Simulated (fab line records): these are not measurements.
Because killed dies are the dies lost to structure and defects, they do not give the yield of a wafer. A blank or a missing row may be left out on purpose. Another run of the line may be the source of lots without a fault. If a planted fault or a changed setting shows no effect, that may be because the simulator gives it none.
Which tool was responsible? | flow sky130 | 11 lots, 33 wafers sampled, at 7 steps of a route of 708

== WHAT EACH GAUGE READ, for each wafer ==
SKY_POLY_GATE_THK_MEAS_04. Usual: for POLY_GATE_CVD_03_THK the level is 75.0 nm and the standard deviation is 0.7.
lot  | measured     | on           | POLY_GATE_CVD_03_THK (nm) | flag
L993 | day 15 10:31 | filmMetro-01 | 74.2 73.6 74.2            | 
L998 | day 17 02:17 | filmMetro-03 | 74.8 75.1 74.3            | 
L103 | day 18 19:48 | filmMetro-01 | 73.5 74.4 74.2            | 
L104 | day 19 02:51 | filmMetro-03 | 75.6 75.1 75.7            | 
L107 | day 20 03:45 | filmMetro-03 | 74.2 74.5 74.4            | 
L108 | day 20 13:50 | filmMetro-03 | 75.7 76.6 76.4            | 
L109 | day 20 21:45 | filmMetro-03 | 74.2 74.0 73.6            | 
L111 | day 21 19:47 | filmMetro-03 | 75.3 75.8 75.8            | 
L112 | day 22 02:10 | filmMetro-02 | 75.0 76.0 75.9            | 
L114 | day 22 12:05 | filmMetro-01 | 75.4 74.7 74.7            | 
L116 | day 23 08:16 | filmMetro-03 | 74.8 74.5 74.7            | 

SKY_LDD_P_TW_MEAS_11. Usual: for LDD_P_TW the level is 636 and the standard deviation is 4.4.
lot  | measured     | on           | LDD_P_TW    | flag
L993 | day 19 05:52 | filmMetro-02 | 638 636 635 | 
L998 | day 21 02:14 | filmMetro-04 | 627 629 633 | 
L103 | day 22 19:19 | filmMetro-02 | 638 641 639 | 
L104 | day 23 02:52 | filmMetro-02 | 636 637 635 | 
L107 | day 24 03:04 | filmMetro-01 | 642 642 640 | 
L108 | day 24 13:49 | filmMetro-01 | 644 641 641 | 
L109 | day 24 18:58 | filmMetro-02 | 635 635 633 | 
L111 | day 25 17:29 | filmMetro-04 | 631 628 634 | 
L112 | day 26 01:02 | filmMetro-02 | 636 639 635 | 
L114 | day 26 08:53 | filmMetro-04 | 627 630 627 | 
L116 | day 27 03:44 | filmMetro-01 | 638 638 637 | 

SKY_LDD_HVN_OVL_MEAS_07. Usual: for LDD_HVN_OVL the level is -0.1 nm and the standard deviation is 1.4.
lot  | measured     | on         | LDD_HVN_OVL (nm) | flag
L993 | day 20 12:40 | overlay-01 | 0.8 -0.3 -1.2    | 
L998 | day 22 08:40 | overlay-01 | - - -            | OFF
L103 | day 24 01:35 | overlay-01 | 2.4 2.9 0.4      | 
L104 | day 24 08:31 | overlay-01 | 1.1 -0.8 -0.7    | 
L107 | day 25 08:24 | overlay-01 | 1.9 1.3 0.5      | 
L108 | day 25 18:56 | overlay-02 | -0.3 -0.6 0.5    | 
L109 | day 26 00:26 | overlay-02 | -1.5 -1.4 -2.6   | 
L111 | day 26 22:01 | overlay-02 | -2.1 -1.6 -0.4   | 
L112 | day 27 05:58 | overlay-01 | 1.6 2.0 2.0      | 
L114 | day 27 13:25 | overlay-02 | -1.3 -0.2 -1.3   | 
L116 | day 28 08:15 | overlay-02 | -1.6 -1.0 -0.1   | 

SKY_LDD_HVN_TW_MEAS_10. Usual: for LDD_HVN_TW the level is 1441 and the standard deviation is 6.4.
lot  | measured     | on           | LDD_HVN_TW     | flag
L993 | day 20 12:57 | filmMetro-03 | 1450 1445 1447 | 
L998 | day 22 08:57 | filmMetro-02 | 30 30 30       | OFF
L103 | day 24 01:52 | filmMetro-03 | 1445 1443 1453 | 
L104 | day 24 08:48 | filmMetro-01 | 1450 1445 1454 | 
L107 | day 25 08:41 | filmMetro-01 | 1442 1447 1441 | 
L108 | day 25 19:14 | filmMetro-03 | 1441 1438 1432 | 
L109 | day 26 00:43 | filmMetro-03 | 1437 1430 1432 | 
L111 | day 26 22:18 | filmMetro-01 | 1438 1435 1441 | 
L112 | day 27 06:15 | filmMetro-01 | 1435 1440 1441 | 
L114 | day 27 13:42 | filmMetro-02 | 1431 1432 1445 | 
L116 | day 28 08:32 | filmMetro-01 | 1443 1451 1450 | 

SKY_LDD_LDN_TW_MEAS_13. Usual: for LDD_LDN_TW the level is 1477 and the standard deviation is 12.
lot  | measured     | on           | LDD_LDN_TW     | flag
L993 | day 23 03:19 | filmMetro-04 | 1463 1469 1467 | 
L998 | day 24 21:08 | filmMetro-04 | 1792 1806 1798 | OFF
L103 | day 26 13:07 | filmMetro-03 | 1477 1483 1475 | 
L104 | day 26 20:34 | filmMetro-01 | 1482 1493 1487 | 
L107 | day 27 18:41 | filmMetro-01 | 1479 1483 1483 | 
L108 | day 28 04:30 | filmMetro-04 | 1459 1452 1462 | 
L109 | day 28 11:40 | filmMetro-03 | 1491 1497 1491 | 
L111 | day 29 07:37 | filmMetro-04 | 1462 1461 1463 | 
L112 | day 29 14:07 | filmMetro-03 | 1485 1478 1481 | 
L114 | day 29 22:16 | filmMetro-04 | 1457 1460 1458 | 
L116 | day 30 16:16 | filmMetro-03 | 1477 1476 1472 | 

== WHAT TOOL EACH LOT RAN ON (gives the tool, then ch and the chambers of the sampled wafers, and finally the start) ==
lot  | SKY_LDD_P_STRIP_10                  | SKY_LDD_HVN_EXPOSE_04
L993 | plasmaAsher-01 ch 1, day 19 05:46   | ilineStepper-02 ch 0, day 19 21:26
L998 | plasmaAsher-03 ch 0,1, day 21 02:08 | ilineStepper-01 ch 0, day 21 17:47
L103 | plasmaAsher-02 ch 0,1, day 22 19:13 | ilineStepper-02 ch 0, day 23 10:53
L104 | plasmaAsher-03 ch 0, day 23 02:46   | ilineStepper-01 ch 0, day 23 17:31
L107 | plasmaAsher-03 ch 0,1, day 24 02:58 | ilineStepper-02 ch 0, day 24 18:02
L108 | plasmaAsher-01 ch 0,1, day 24 13:43 | ilineStepper-02 ch 0, day 25 04:04
L109 | plasmaAsher-01 ch 0,1, day 24 18:52 | ilineStepper-01 ch 0, day 25 09:39
L111 | plasmaAsher-01 ch 0,1, day 25 17:23 | ilineStepper-01 ch 0, day 26 08:11
L112 | plasmaAsher-01 ch 0,1, day 26 00:56 | ilineStepper-01 ch 0, day 26 15:17
L114 | plasmaAsher-01 ch 0,1, day 26 08:46 | ilineStepper-01 ch 0, day 26 23:05
L116 | plasmaAsher-01 ch 0,1, day 27 03:38 | ilineStepper-01 ch 0, day 27 17:34
- SKY_LDD_P_STRIP_10: strips in O2/N2.
- SKY_LDD_HVN_EXPOSE_04: exposes mask HVNTM, target cd 700 nm.

== WHAT THE TOOLS THEMSELVES READ (means of the sampled wafers that have a number; where no wafer has one, the mark that the record gives instead) ==
SKY_LDD_P_STRIP_10. Usual: drypumpMotorCurrentA 5.8 A, standard deviation 0.47; n2FlowSccm 300.1 sccm, standard deviation 0.92; oesProductAu 0.716 a.u., standard deviation 0.0044; stripTimeToEndpointS 14.18 s, standard deviation 0.043.
lot  | tool           | drypumpMotorCurrentA (A) | n2FlowSccm (sccm) | oesProductAu (a.u.) | stripTimeToEndpointS (s) | flag
L993 | plasmaAsher-01 | 5.3                      | 300.0             | 0.721               | 14.18                    | 
L998 | plasmaAsher-03 | 6.1                      | 300.8             | 0.709               | 14.19                    | 
L103 | plasmaAsher-02 | 5.2                      | 300.2             | 0.715               | 14.14                    | 
L104 | plasmaAsher-03 | 6.0                      | 299.9             | 0.719               | 14.17                    | 
L107 | plasmaAsher-03 | 6.1                      | 300.2             | 0.714               | 14.17                    | 
L108 | plasmaAsher-01 | 6.0                      | 299.8             | 0.713               | 14.18                    | 
L109 | plasmaAsher-01 | 5.7                      | 300.5             | 0.716               | 14.22                    | 
L111 | plasmaAsher-01 | 5.7                      | 299.2             | 0.713               | 14.13                    | 
L112 | plasmaAsher-01 | 6.0                      | 299.8             | 0.716               | 14.16                    | 
L114 | plasmaAsher-01 | 6.0                      | 301.0             | 0.713               | 14.15                    | 
L116 | plasmaAsher-01 | 5.7                      | 300.5             | 0.715               | 14.17                    | 

== THE ANSWER, worked out from the rows above alone ==
Rule: take the mean of a lot's wafers that have a number; if it is more than 3 standard deviations from the usual mean, the lot is off. A lot without any number at a reading at which 4 lots or more have one is off too. All remaining lots with rows at the step are treated as sound. After the gauges, taken in route order, come the tools' own readings; for these a lot's mean is taken, as printed above. At the first step where some lot is off, the reading lying furthest off is the one used; lots without a number count as furthest.
Off: L998, at SKY_LDD_HVN_OVL_MEAS_07 (LDD_HVN_OVL). Without a number there: L998.
If a tool, at a process step before that reading, ran all the lots that are off and no sound lot after the first of them, it fits. The gauges at SKY_LDD_HVN_OVL_MEAS_07 aren't tried: what is off there is off at SKY_LDD_HVN_TW_MEAS_10 too, on other tools, and a gauge's error can't cause that. Not one of the candidates tried fits.

== WHAT HAD BEEN PUT IN BY THE SIMULATOR ==
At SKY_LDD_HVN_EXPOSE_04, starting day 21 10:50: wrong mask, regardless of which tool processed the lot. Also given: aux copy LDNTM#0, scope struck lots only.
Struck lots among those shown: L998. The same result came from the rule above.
